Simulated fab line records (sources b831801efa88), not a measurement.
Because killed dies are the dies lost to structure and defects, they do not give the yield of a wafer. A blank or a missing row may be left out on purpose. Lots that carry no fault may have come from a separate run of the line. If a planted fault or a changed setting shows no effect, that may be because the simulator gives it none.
The tool behind it: which one? -- flow sky130 -- 14 lots, 42 wafers sampled, at 2 steps of a route of 708

WHAT THE GAUGES READ, wafer by wafer
SKY_SONOS_TUNNEL_CD_MEAS_07: the cd target is 410 nm.
lot,measured,on,cd nm (nm)
L745,day 11 20:26,cd sem-01,407.1 406.5 404.8
L747,day 12 10:06,cd sem-01,407.1 410.5 408.8
L749,day 12 22:41,cd sem-02,413.4 414.9 414.9
L750,day 13 08:56,cd sem-02,415.5 414.8 413.3
L751,day 13 16:14,cd sem-01,412.2 411.7 413.4
L752,day 13 19:48,cd sem-01,409.5 409.2 410.5
L753,day 14 08:23,cd sem-02,408.8 406.4 409.6
L754,day 14 18:05,cd sem-01,406.6 406.7 405.8
L755,day 14 22:37,cd sem-02,413.5 414.6 412.4
L756,day 15 06:11,cd sem-01,410.2 411.4 410.5
L758,day 15 17:11,cd sem-01,409.7 411.5 408.6
L766,day 18 20:16,cd sem-02,421.0 421.1 419.8
L767,day 19 05:46,cd sem-01,414.9 415.6 414.2
L768,day 19 14:51,cd sem-01,410.1 411.7 411.3

EACH LOT AND THE TOOL THAT RAN IT (in order: tool; ch and the chambers of the sampled wafers; start)
lot,SKY_SONOS_TUNNEL_DEVELOP_06
L745,"litho track-01 ch 0, day 11 20:17"
L747,"litho track-02 ch 0, day 12 09:58"
L749,"litho track-02 ch 0, day 12 22:34"
L750,"litho track-03 ch 0, day 13 08:47"
L751,"litho track-02 ch 0, day 13 16:05"
L752,"litho track-02 ch 0, day 13 19:40"
L753,"litho track-02 ch 0, day 14 08:14"
L754,"litho track-01 ch 0, day 14 17:56"
L755,"litho track-03 ch 0, day 14 22:28"
L756,"litho track-02 ch 0, day 15 06:02"
L758,"litho track-03 ch 0, day 15 17:02"
L766,"litho track-03 ch 0, day 18 20:07"
L767,"litho track-03 ch 0, day 19 05:37"
L768,"litho track-02 ch 0, day 19 14:43"
- SKY_SONOS_TUNNEL_DEVELOP_06: develop time 60 s.

AS READ BY THE TOOLS THEMSELVES (means over the sampled wafers that have a number; for cases with no such wafer, the mark the record gives instead)
SKY_SONOS_TUNNEL_DEVELOP_06.
lot,tool,developer temp C (C)
L745,litho track-01,23.11
L747,litho track-02,22.84
L749,litho track-02,22.96
L750,litho track-03,23.07
L751,litho track-02,23.00
L752,litho track-02,23.10
L753,litho track-02,23.00
L754,litho track-01,23.09
L755,litho track-03,22.95
L756,litho track-02,22.99
L758,litho track-03,22.96
L766,litho track-03,20.51
L767,litho track-03,20.82
L768,litho track-02,22.78

THE ANSWER, worked out from the rows above alone
Rule: usual is defined by the lots themselves. The widest of any qualifying gaps counts: lots, ordered by their means at a reading, are off when they make up no more than a third of the lots, leave a main group of 4 or more, and stand apart from it by 3 or more times the standard deviation of that group's means. If all means in a main group match to the digits the tables above print for the reading, that group is not used. A lot without any number at a reading at which 4 lots or more have one is off too. Where the step has rows for the other lots, those lots are counted as sound. The gauges are gone through in route order, then the tools' own readings, and for those a lot's mean is taken as printed above. The first step at which some lot is off is used, and at that step the reading that is off furthest; a lot without a number counts as furthest.
Off, at SKY_SONOS_TUNNEL_DEVELOP_06 on developer temp C: L766, L767. The main group: mean 22.99 C, standard deviation 0.097.
If a tool, at that step or one of the process steps before it, ran each lot that is off and ran no sound lot following the first of them, it fits. One candidate fits, namely litho track-03 at SKY_SONOS_TUNNEL_DEVELOP_06. A fault onset in the window from L758 (day 15 17:02, its last sound lot) to L766 (day 18 20:07, its first lot off) fits.
On the lots that are off, the tool's own readings at SKY_SONOS_TUNNEL_DEVELOP_06 differ by more than 5 times the standard deviation of the sound lots' means, which bears it out; developer temp C reads 20.66 C there versus 22.99 C on the sound lots.

WHAT HAD BEEN PUT IN BY THE SIMULATOR
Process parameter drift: litho track-03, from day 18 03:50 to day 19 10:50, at SKY_SONOS_TUNNEL_DEVELOP_06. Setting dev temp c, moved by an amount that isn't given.
Shown lots that were struck: L766, L767. The rule given above showed the same thing.
